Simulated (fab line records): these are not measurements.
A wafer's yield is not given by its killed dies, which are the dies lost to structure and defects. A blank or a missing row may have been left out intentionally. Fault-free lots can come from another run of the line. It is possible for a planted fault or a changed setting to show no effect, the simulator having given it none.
fab line records	flow gf180mcu	part 1 of 2: steps 1 to 26 of 37
record lots=5	wafers=15	last-day=33
route steps=602 shown POLY_GATE@163 HV_LDD@176
lots that met no fault: taken from a fault-free run of the same line
start-h: hours from the record's first day to the start of the lot's first wafer shown	wait-h: how many hours have passed since the lot's step before this one	" same as the row above	L1.1+2: a single row standing in for several wafers	- value missing, or start not given	* or withheld: withheld	< > ~ a bound
route shown NAME@n: a module of which the file shows steps, and the number in the route of the first	usual: average and standard deviation across the fault-free wafers	same: alike in all rows	chamber/n: place in a boat	sites: the reading at each site	_std_site: the values' standard deviation	_edge_site: mean of outer sites minus mean of inner sites	radius-mm: how far each site lies from the wafer's centre	mask NAME#n: copy n	behind: the most recent tool/chamber to have shaped the wafer	hold: the reason the lot was held/the length of the hold in hours/how it ended	device: which transistor (n, p or np) failed to switch	end of line: at the end of the route, the tests of the same wafers	for a step that has no rows: nothing shown but its recipe	killed: at the first sort, the dies lost to defects and structure; wafer yield is something else	map: per-die view of a wafer (x killed, . not killed, _ where there is no die)
set.NAME: setting as actually run; set.NAME@STEP: the setting as run at that earlier step	model.NAME: the simulator's own value behind a step, which no gauge read
lots at selected steps of the route; one table per step, one row per wafer
services: a tool's chamber out of use, with start hour (start-h, from the record's first day; less than 0 if before it), hours out, and reason
## steps
# step GF_POLY_GATE_SOFTBAKE_06
# recipe temp-c=130	time-s=60	resist=KrF
# usual heater-power-total-W=93.05/0.057
lot.wafer	tool	chamber	start-h	wait-h	heater-power-total-W
L075.1	litho-track-01	0	-	-	92.99
L075.2	"	0	"	"	92.98
L075.4	"	0	"	"	93.08
L077.3	litho-track-01	0	-	-	93.08
L077.5	"	0	"	"	93.12
L077.6	"	0	"	"	93.06
L088.2	litho-track-04	0	-	-	93.06
L088.3	"	0	"	"	93.03
L088.6	"	0	"	"	93.10
L091.1	litho-track-01	0	-	-	93.06
L091.3	"	0	"	"	93.11
L091.4	"	0	"	"	92.97
L093.1	litho-track-04	0	-	-	93.11
L093.5	"	0	"	"	93.09
L093.6	"	0	"	"	93.02
# step GF_POLY_GATE_EXPOSE_07
# recipe mask-id=Poly2	target-cd-nm=280	na=0.68	source-shape=conventional	sigma-outer=0.6	dose-mj=28
# usual stage-vel-mm-s=500.03/0.24
lot.wafer	tool	chamber	start-h	wait-h	mask	stage-vel-mm-s
L075.1	krf-scanner-02	0	-	-	Poly2#0	499.95
L075.2	"	0	"	"	Poly2#0	500.10
L075.4	"	0	"	"	Poly2#0	499.95
L077.3	krf-scanner-02	0	-	-	Poly2#0	500.11
L077.5	"	0	"	"	Poly2#0	500.28
L077.6	"	0	"	"	Poly2#0	500.24
L088.2	krf-scanner-02	0	-	-	Poly2#0	499.46
L088.3	"	0	"	"	Poly2#0	499.61
L088.6	"	0	"	"	Poly2#0	499.61
L091.1	krf-scanner-01	0	-	-	Poly2#0	499.80
L091.3	"	0	"	"	Poly2#0	499.84
L091.4	"	0	"	"	Poly2#0	499.74
L093.1	krf-scanner-01	0	-	-	Poly2#0	499.68
L093.5	"	0	"	"	Poly2#0	499.77
L093.6	"	0	"	"	Poly2#0	500.06
# step GF_POLY_GATE_PEB_08
# recipe peb-temp-c=135	peb-time-s=90	resist=KrF
# usual heater-power-total-W=85.70/0.08
lot.wafer	tool	chamber	start-h	wait-h	heater-power-total-W
L075.1	litho-track-03	0	-	-	85.72
L075.2	"	0	"	"	85.77
L075.4	"	0	"	"	85.80
L077.3	litho-track-01	0	-	-	85.70
L077.5	"	0	"	"	85.51
L077.6	"	0	"	"	85.56
L088.2	litho-track-04	0	-	-	85.79
L088.3	"	0	"	"	85.77
L088.6	"	0	"	"	85.70
L091.1	litho-track-01	0	-	-	85.57
L091.3	"	0	"	"	85.68
L091.4	"	0	"	"	85.77
L093.1	litho-track-01	0	-	-	85.81
L093.5	"	0	"	"	85.75
L093.6	"	0	"	"	85.68
# step GF_POLY_GATE_DEVELOP_09
# recipe develop-time-s=60	resist=KrF	dev-temp-c=21
lot.wafer	tool	chamber	start-h	wait-h
L075.1+2+4	litho-track-03	0	202.36	0.2
L077.3+5+6	litho-track-01	0	221.26	0.1
L088.2+3+6	litho-track-04	0	295.65	0.2
L091.1+3+4	litho-track-01	0	316.71	0.2
L093.1+5+6	litho-track-01	0	332.86	0.2
# step GF_POLY_GATE_CD_MEAS_10
# recipe target-cd-nm=280
# usual cd-nm=279.8/1.4
lot.wafer	tool	chamber	start-h	wait-h	cd-nm
L075.1	cd-sem-01	-	202.51	0.1	279.4
L075.2	"	-	"	"	279.2
L075.4	"	-	"	"	280.8
L077.3	cd-sem-02	-	221.40	0.1	279.0
L077.5	"	-	"	"	279.1
L077.6	"	-	"	"	279.7
L088.2	cd-sem-02	-	295.80	0.1	281.3
L088.3	"	-	"	"	282.1
L088.6	"	-	"	"	280.9
L091.1	cd-sem-02	-	316.86	0.1	279.8
L091.3	"	-	"	"	280.6
L091.4	"	-	"	"	280.4
L093.1	cd-sem-02	-	333.01	0.1	280.1
L093.5	"	-	"	"	278.8
L093.6	"	-	"	"	278.7
# step GF_POLY_GATE_OVL_MEAS_11
# usual POLY_GATE_OVL=-3/5.5
lot.wafer	tool	chamber	start-h	wait-h	POLY_GATE_OVL[nm]
L075.1	overlay-01	-	202.63	0.1	-6
L075.2	"	-	"	"	-13
L075.4	"	-	"	"	-7
L077.3	overlay-02	-	221.49	0.1	-6
L077.5	"	-	"	"	-12
L077.6	"	-	"	"	-6
L088.2	overlay-02	-	295.90	0.1	-12
L088.3	"	-	"	"	-10
L088.6	"	-	"	"	-3
L091.1	overlay-02	-	316.98	0.1	8
L091.3	"	-	"	"	-2
L091.4	"	-	"	"	-2
L093.1	overlay-01	-	333.13	0.1	0
L093.5	"	-	"	"	4
L093.6	"	-	"	"	0
# step GF_POLY_GATE_ETCH_12
# recipe chemistry=N2/H2	target-depth-a=withheld	overetch-a=withheld	time-s=withheld	target=BARC	ion-energy-ev=200	source-w=500	bias-w=100	pressure-mtorr=30	n2-flow-sccm=100	h2-flow-sccm=200
# usual drypump-motor-current-A=5.8/0.34	h2-flow-sccm=200.0/0.67	oes-product-au=0.735/0.0052	throttle-valve-pct=13.215/0.0093
lot.wafer	tool	chamber	start-h	wait-h	drypump-motor-current-A	h2-flow-sccm	oes-product-au	throttle-valve-pct
L075.1	rie-diel-03	2	202.67	0.0	5.9	201.4	0.725	13.220
L075.2	"	1	"	"	6.4	200.0	0.733	13.229
L075.4	"	0	"	"	5.3	200.3	0.735	13.194
L077.3	rie-diel-03	2	221.52	0.0	5.9	200.3	0.730	13.217
L077.5	"	2	"	"	5.9	200.1	0.735	13.214
L077.6	"	3	"	"	6.1	199.7	0.742	13.228
L088.2	rie-diel-04	2	295.93	0.0	5.5	199.4	0.728	13.221
L088.3	"	1	"	"	5.7	199.6	0.741	13.229
L088.6	"	1	"	"	5.7	200.6	0.738	13.221
L091.1	rie-diel-04	2	317.01	0.0	5.5	198.8	0.742	13.217
L091.3	"	1	"	"	5.7	199.3	0.746	13.202
L091.4	"	0	"	"	6.1	200.0	0.741	13.213
L093.1	rie-diel-04	1	333.16	0.0	5.7	199.3	0.741	13.206
L093.5	"	3	"	"	5.4	200.2	0.738	13.232
L093.6	"	0	"	"	6.1	200.0	0.731	13.203
# step GF_POLY_GATE_ETCH_13
# recipe target=poly-Si	target-depth-nm=198.5	stop-on=SiO2	over-etch-frac=0.403	chemistry=HBr/Cl2	icp-w=400	bias-w=100	pressure-mtorr=10	HBr_flow_sccm=150	Cl2_flow_sccm=50	time-s=69.6
# usual HBr_flow_sccm=150.0/0.43	drypump-motor-current-A=5.5/0.48	mfc-cl2-sccm=49.97/0.16	oes-product-au=0.987/0.0074	throttle-valve-pct=33.684/0.0099
lot.wafer	tool	chamber	start-h	wait-h	HBr_flow_sccm	drypump-motor-current-A	mfc-cl2-sccm	oes-product-au	rf-hours-counter-h	throttle-valve-pct
L075.1	rie-si-02	1	202.72	-	149.9	5.4	49.88	0.976	87	33.663
L075.2	"	3	"	"	149.7	6.2	49.96	0.975	2	33.689
L075.4	"	0	"	"	149.8	5.6	49.95	0.977	1	33.681
L077.3	rie-si-02	3	221.57	-	149.4	6.2	49.94	1.000	2	33.712
L077.5	"	3	"	"	149.3	6.2	50.08	0.985	-	33.682
L077.6	"	0	"	"	149.6	5.6	49.77	0.986	-	33.678
L088.2	rie-si-01	0	295.98	-	149.2	5.0	49.86	0.997	45	33.678
L088.3	"	1	"	"	149.5	6.1	50.05	1.002	6	33.669
L088.6	"	3	"	"	150.5	5.4	50.20	0.996	-	33.681
L091.1	rie-si-02	2	317.06	-	150.8	4.8	49.72	0.972	92	33.661
L091.3	"	1	"	"	150.8	5.4	49.92	0.986	88	33.685
L091.4	"	0	"	"	149.5	5.6	49.96	0.975	2	33.679
L093.1	rie-si-01	1	333.21	-	149.6	6.1	49.99	0.990	6	33.709
L093.5	"	1	"	"	150.0	6.1	49.92	0.992	-	33.675
L093.6	"	0	"	"	149.9	5.0	50.25	0.990	-	33.699
# step GF_POLY_GATE_STRIP_14
# recipe chemistry=O2/N2	power-w=1400	pressure-mtorr=1500	platen-temp-c=250	o2-flow-sccm=3000	n2-flow-sccm=300	overash-fraction=0.5
# usual drypump-motor-current-A=5.9/0.59	heater-power-w=349/32	oes-product-au=0.504/0.0049
# same overash-fraction=0.5
lot.wafer	tool	chamber	start-h	wait-h	drypump-motor-current-A	heater-power-w	oes-product-au	rf-hours-counter-h
L075.1	plasma-asher-01	0	202.77	0.0	5.6	420	0.513	52
L075.2	"	1	"	"	5.4	299	0.510	52
L075.4	"	0	"	"	5.6	415	0.504	-
L077.3	plasma-asher-02	1	221.65	0.1	6.8	331	0.501	-
L077.5	"	1	"	"	6.8	326	0.506	-
L077.6	"	0	"	"	5.2	349	0.507	-
L088.2	plasma-asher-02	0	296.04	0.0	5.2	357	0.506	67
L088.3	"	1	"	"	6.7	332	0.510	-
L088.6	"	1	"	"	6.7	334	0.498	-
L091.1	plasma-asher-02	1	317.12	0.0	6.7	340	0.501	69
L091.3	"	0	"	"	5.2	348	0.513	-
L091.4	"	1	"	"	6.7	338	0.503	-
L093.1	plasma-asher-01	0	333.27	0.0	5.6	413	0.502	66
L093.5	"	1	"	"	5.4	309	0.502	-
L093.6	"	0	"	"	5.6	434	0.506	-
# step GF_POLY_GATE_CLEAN_15
# recipe chemistry=SC1/SC2	mix=1:4:20	temp-c=70	time-s=150	dry=n2-spin
lot.wafer	tool	chamber	start-h	wait-h
L075.1+2+4	wet-bench-04	1	202.87	0.1
L077.3+5+6	wet-bench-04	3	221.72	0.0
L088.2+3+6	wet-bench-01	0	296.14	0.1
L091.1+3+4	wet-bench-02	0	317.22	0.1
L093.1+5+6	wet-bench-02	1	333.37	0.1
# step GF_POLY_GATE_OXIDATION_16
# recipe temp-c=850	ambient=O2	stabilise-s=600	purge-s=300	target-thk-a=40	ox-time-s=899
# usual ox-temp-c-max=853.5/0.72
lot.wafer	tool	chamber	start-h	wait-h	ox-temp-c-max
L075.1	furnace-01	0	203.32	0.4	852.5
L075.2	"	0	"	"	852.9
L075.4	"	0	"	"	853.1
L077.3	furnace-01	0	224.62	2.9	853.6
L077.5	"	0	"	"	854.9
L077.6	"	0	"	"	853.2
L088.2	furnace-01	0	297.64	1.4	852.7
L088.3	"	0	"	"	853.1
L088.6	"	0	"	"	853.5
L091.1	furnace-01	0	317.27	0.0	854.9
L091.3	"	0	"	"	853.2
L091.4	"	0	"	"	854.5
L093.1	furnace-02	0	333.42	0.0	853.4
L093.5	"	0	"	"	853.7
L093.6	"	0	"	"	853.3
# step GF_POLY_GATE_THK_MEAS_17
# recipe reads=SiO2_of_POLY_GATE_OXIDATION_16
# usual POLY_GATE_OXIDATION_THK=4.04/0.07
lot.wafer	tool	chamber	start-h	wait-h	POLY_GATE_OXIDATION_THK[nm]
L075.1	film-metro-01	-	204.58	0.0	4.03
L075.2	"	-	"	"	4.06
L075.4	"	-	"	"	4.13
L077.3	film-metro-02	-	225.89	0.0	3.92
L077.5	"	-	"	"	3.89
L077.6	"	-	"	"	3.92
L088.2	film-metro-01	-	298.90	0.0	4.03
L088.3	"	-	"	"	4.04
L088.6	"	-	"	"	4.02
L091.1	film-metro-01	-	318.52	0.0	4.03
L091.3	"	-	"	"	4.12
L091.4	"	-	"	"	4.06
L093.1	film-metro-01	-	334.67	0.0	3.94
L093.5	"	-	"	"	3.99
L093.6	"	-	"	"	4.05
# step GF_POLY_GATE_CD_MEAS_18
# usual cd-nm=279.0/2.6
lot.wafer	tool	chamber	start-h	wait-h	cd-nm
L075.1	cd-sem-01	-	204.64	0.1	280.6
L075.2	"	-	"	"	277.0
L075.4	"	-	"	"	282.5
L077.3	cd-sem-02	-	225.99	0.1	275.8
L077.5	"	-	"	"	276.7
L077.6	"	-	"	"	283.3
L088.2	cd-sem-02	-	298.98	0.1	282.6
L088.3	"	-	"	"	281.5
L088.6	"	-	"	"	280.8
L091.1	cd-sem-01	-	318.58	0.1	280.8
L091.3	"	-	"	"	283.4
L091.4	"	-	"	"	281.0
L093.1	cd-sem-01	-	334.73	0.1	282.0
L093.5	"	-	"	"	275.5
L093.6	"	-	"	"	281.1
# step GF_HV_LDD_DEHYDRATE_00
# recipe temp-c=200	time-s=60
# usual heater-power-total-W=160.37/0.13
lot.wafer	tool	chamber	start-h	wait-h	heater-power-total-W
L075.1	litho-track-04	0	212.38	7.7	160.57
L075.2	"	0	"	"	160.52
L075.4	"	0	"	"	160.26
L077.3	litho-track-04	0	234.38	8.4	160.31
L077.5	"	0	"	"	160.36
L077.6	"	0	"	"	160.52
L088.2	litho-track-04	0	308.80	9.8	160.31
L088.3	"	0	"	"	160.38
L088.6	"	0	"	"	160.40
L091.1	litho-track-02	0	328.50	9.9	160.34
L091.3	"	0	"	"	160.41
L091.4	"	0	"	"	160.36
L093.1	litho-track-01	0	344.86	10.1	160.55
L093.5	"	0	"	"	160.34
L093.6	"	0	"	"	160.17
# step GF_HV_LDD_HMDS_01
# recipe prime-time-s=60	prime-temp-c=120
lot.wafer	tool	chamber	start-h	wait-h
L075.1+2+4	litho-track-04	0	212.53	0.1
L077.3+5+6	litho-track-04	0	234.53	0.1
L088.2+3+6	litho-track-04	0	308.95	0.1
L091.1+3+4	litho-track-02	0	328.65	0.1
L093.1+5+6	litho-track-01	0	345.01	0.1
# step GF_HV_LDD_COAT_02
# recipe resist=NOVOLAK	spin-rpm=3000	resist-thk-nm=1000
lot.wafer	tool	chamber	start-h	wait-h
L075.1+2+4	litho-track-04	0	212.68	0.1
L077.3+5+6	litho-track-04	0	234.68	0.1
L088.2+3+6	litho-track-04	0	309.10	0.1
L091.1+3+4	litho-track-02	0	328.80	0.1
L093.1+5+6	litho-track-01	0	345.16	0.1
# step GF_HV_LDD_SOFTBAKE_03
# recipe temp-c=90	time-s=60	resist=NOVOLAK
# usual heater-power-total-W=56.60/0.042
lot.wafer	tool	chamber	start-h	wait-h	heater-power-total-W
L075.1	litho-track-04	0	212.83	0.1	56.67
L075.2	"	0	"	"	56.51
L075.4	"	0	"	"	56.60
L077.3	litho-track-04	0	234.83	0.1	56.67
L077.5	"	0	"	"	56.57
L077.6	"	0	"	"	56.59
L088.2	litho-track-04	0	309.25	0.1	56.59
L088.3	"	0	"	"	56.64
L088.6	"	0	"	"	56.56
L091.1	litho-track-02	0	328.95	0.1	56.65
L091.3	"	0	"	"	56.61
L091.4	"	0	"	"	56.59
L093.1	litho-track-01	0	345.31	0.1	56.59
L093.5	"	0	"	"	56.57
L093.6	"	0	"	"	56.64
# step GF_HV_LDD_EXPOSE_04
# recipe mask-id=Nplus_LV_AREA	target-cd-nm=400	na=0.6	source-shape=conventional	sigma-outer=0.6	dose-mj=140
# usual stage-vel-mm-s=500.02/0.25
lot.wafer	tool	chamber	start-h	wait-h	mask	stage-vel-mm-s
L075.1	iline-stepper-02	0	-	-	Nplus_LV_AREA#0	500.15
L075.2	"	0	"	"	Nplus_LV_AREA#0	499.76
L075.4	"	0	"	"	Nplus_LV_AREA#0	499.99
L077.3	iline-stepper-01	0	-	-	Nplus_LV_AREA#0	500.20
L077.5	"	0	"	"	Nplus_LV_AREA#0	499.82
L077.6	"	0	"	"	Nplus_LV_AREA#0	499.78
L088.2	iline-stepper-02	0	-	-	Nplus_LV_AREA#0	499.71
L088.3	"	0	"	"	Nplus_LV_AREA#0	499.74
L088.6	"	0	"	"	Nplus_LV_AREA#0	500.42
L091.1	iline-stepper-01	0	-	-	Nplus_LV_AREA#0	500.18
L091.3	"	0	"	"	Nplus_LV_AREA#0	500.29
L091.4	"	0	"	"	Nplus_LV_AREA#0	499.92
L093.1	iline-stepper-01	0	-	-	Nplus_LV_AREA#0	499.18
L093.5	"	0	"	"	Nplus_LV_AREA#0	499.64
L093.6	"	0	"	"	Nplus_LV_AREA#0	499.48
# step GF_HV_LDD_PEB_05
# recipe temp-c=withheld	time-s=*	resist=NOVOLAK
lot.wafer	tool	chamber	start-h	wait-h
L075.1+2+4	litho-track-02	0	-	-
L077.3+5+6	litho-track-01	0	-	-
L088.2+3+6	litho-track-04	0	-	-
L091.1+3+4	litho-track-02	0	-	-
L093.1+5+6	litho-track-02	0	-	-
# step GF_HV_LDD_DEVELOP_06
# recipe develop-time-s=60	dev-temp-c=23
lot.wafer	tool	chamber	start-h	wait-h
L075.1+2+4	litho-track-02	0	221.11	0.1
L077.3+5+6	litho-track-01	0	243.41	0.1
L088.2+3+6	litho-track-04	0	319.20	0.1
L091.1+3+4	litho-track-02	0	339.65	0.1
L093.1+5+6	litho-track-02	0	355.95	0.1
# step GF_HV_LDD_CD_MEAS_07
# recipe target-cd-nm=400
# usual cd-nm=400.1/2.5
lot.wafer	tool	chamber	start-h	wait-h	cd-nm
L075.1	cd-sem-01	-	221.26	0.1	401.7
L075.2	"	-	"	"	398.3
L075.4	"	-	"	"	396.0
L077.3	cd-sem-02	-	243.55	0.1	400.3
L077.5	"	-	"	"	399.2
L077.6	"	-	"	"	399.5
L088.2	cd-sem-01	-	319.35	0.1	397.3
L088.3	"	-	"	"	396.6
L088.6	"	-	"	"	396.6
L091.1	cd-sem-01	-	339.80	0.1	398.3
L091.3	"	-	"	"	400.0
L091.4	"	-	"	"	398.8
L093.1	cd-sem-01	-	356.10	0.1	403.6
L093.5	"	-	"	"	404.9
L093.6	"	-	"	"	404.1
# step GF_HV_LDD_OVL_MEAS_08
# usual HV_LDD_OVL=0.6/1.3
lot.wafer	tool	chamber	start-h	wait-h	HV_LDD_OVL[nm]
L075.1	overlay-02	-	221.38	0.1	0.3
L075.2	"	-	"	"	-0.2
L075.4	"	-	"	"	0.2
L077.3	overlay-02	-	243.64	0.1	1.7
L077.5	"	-	"	"	0.5
L077.6	"	-	"	"	2.7
L088.2	overlay-02	-	319.45	0.1	-0.3
L088.3	"	-	"	"	1.4
L088.6	"	-	"	"	-0.4
L091.1	overlay-01	-	339.92	0.1	0.5
L091.3	"	-	"	"	-1.9
L091.4	"	-	"	"	1.6
L093.1	overlay-02	-	356.22	0.1	-0.2
L093.5	"	-	"	"	0.9
L093.6	"	-	"	"	1.1
# step GF_HV_LDD_IMPLANT_09
# recipe species=As	energy-kev=40	dose-cm2=1e+14	tilt-deg=7
# usual faraday-current-uA=562/12
lot.wafer	tool	chamber	start-h	wait-h	faraday-current-uA
L075.1	implanter-04	0	221.41	0.0	536
L075.2	"	0	"	"	571
L075.4	"	0	"	"	577
L077.3	implanter-01	0	243.71	0.1	536
L077.5	"	0	"	"	547
L077.6	"	0	"	"	559
L088.2	implanter-03	0	319.51	0.0	561
L088.3	"	0	"	"	572
L088.6	"	0	"	"	561
L091.1	implanter-03	0	339.96	0.0	571
L091.3	"	0	"	"	561
L091.4	"	0	"	"	574
L093.1	implanter-03	0	356.26	0.0	553
L093.5	"	0	"	"	576
L093.6	"	0	"	"	558
# step GF_HV_LDD_STRIP_10
# recipe chemistry=O2/N2	power-w=1400	pressure-mtorr=1500	platen-temp-c=250	o2-flow-sccm=3000	n2-flow-sccm=300	overash-fraction=0.5
# usual drypump-motor-current-A=5.9/0.65	heater-power-w=340/17	oes-product-au=0.716/0.0048	strip-time-to-endpoint-s=12.62/0.033
# same overash-fraction=0.5
lot.wafer	tool	chamber	start-h	wait-h	drypump-motor-current-A	heater-power-w	oes-product-au	rf-hours-counter-h	strip-time-to-endpoint-s
L075.1	plasma-asher-04	0	221.56	0.1	4.7	328	0.718	10	12.55
L075.2	"	1	"	"	5.7	299	0.714	10	12.59
L075.4	"	0	"	"	4.7	330	0.720	-	12.59
L077.3	plasma-asher-03	0	243.85	0.1	5.7	334	0.712	-	12.58
L077.5	"	0	"	"	5.7	347	0.715	-	12.62
L077.6	"	1	"	"	6.4	353	0.711	-	12.58
L088.2	plasma-asher-02	0	319.63	0.1	5.2	358	0.714	69	12.63
L088.3	"	0	"	"	5.2	351	0.721	-	12.63
L088.6	"	0	"	"	5.2	352	0.716	-	12.62
L091.1	plasma-asher-04	1	340.11	0.1	5.7	300	0.725	22	12.66
L091.3	"	0	"	"	4.7	326	0.715	-	12.62
L091.4	"	1	"	"	5.7	303	0.717	-	12.58
L093.1	plasma-asher-03	1	356.41	0.1	6.5	354	0.710	55	12.56
L093.5	"	0	"	"	5.7	333	0.722	-	12.64
L093.6	"	1	"	"	6.5	359	0.714	-	12.57
# step GF_HV_LDD_TW_MEAS_11
# usual HV_LDD_TW=2394/23
lot.wafer	tool	chamber	start-h	wait-h	HV_LDD_TW
L075.1	film-metro-01	-	221.66	0.1	2408
L075.2	"	-	"	"	2406
L075.4	"	-	"	"	2414
L077.3	film-metro-04	-	243.93	0.1	2355
L077.5	"	-	"	"	2360
L077.6	"	-	"	"	2352
L088.2	film-metro-03	-	319.74	0.1	2392
L088.3	"	-	"	"	2381
L088.6	"	-	"	"	2387
L091.1	film-metro-01	-	340.21	0.1	2434
L091.3	"	-	"	"	2419
L091.4	"	-	"	"	2414
L093.1	film-metro-04	-	356.51	0.1	2377
L093.5	"	-	"	"	2381
L093.6	"	-	"	"	2379
# step GF_HV_LDD_DEHYDRATE_12
# recipe temp-c=200	time-s=60
# usual heater-power-total-W=160.37/0.13
lot.wafer	tool	chamber	start-h	wait-h	heater-power-total-W
L075.1	litho-track-01	0	230.31	8.6	160.16
L075.2	"	0	"	"	160.35
L075.4	"	0	"	"	160.33
L077.3	litho-track-04	0	252.53	8.6	160.42
L077.5	"	0	"	"	160.25
L077.6	"	0	"	"	160.20
L088.2	litho-track-02	0	329.78	10.0	160.56
L088.3	"	0	"	"	160.33
L088.6	"	0	"	"	160.38
L091.1	litho-track-02	0	350.60	10.4	160.29
L091.3	"	0	"	"	160.38
L091.4	"	0	"	"	160.37
L093.1	litho-track-04	0	366.63	10.1	160.62
L093.5	"	0	"	"	160.33
L093.6	"	0	"	"	160.22
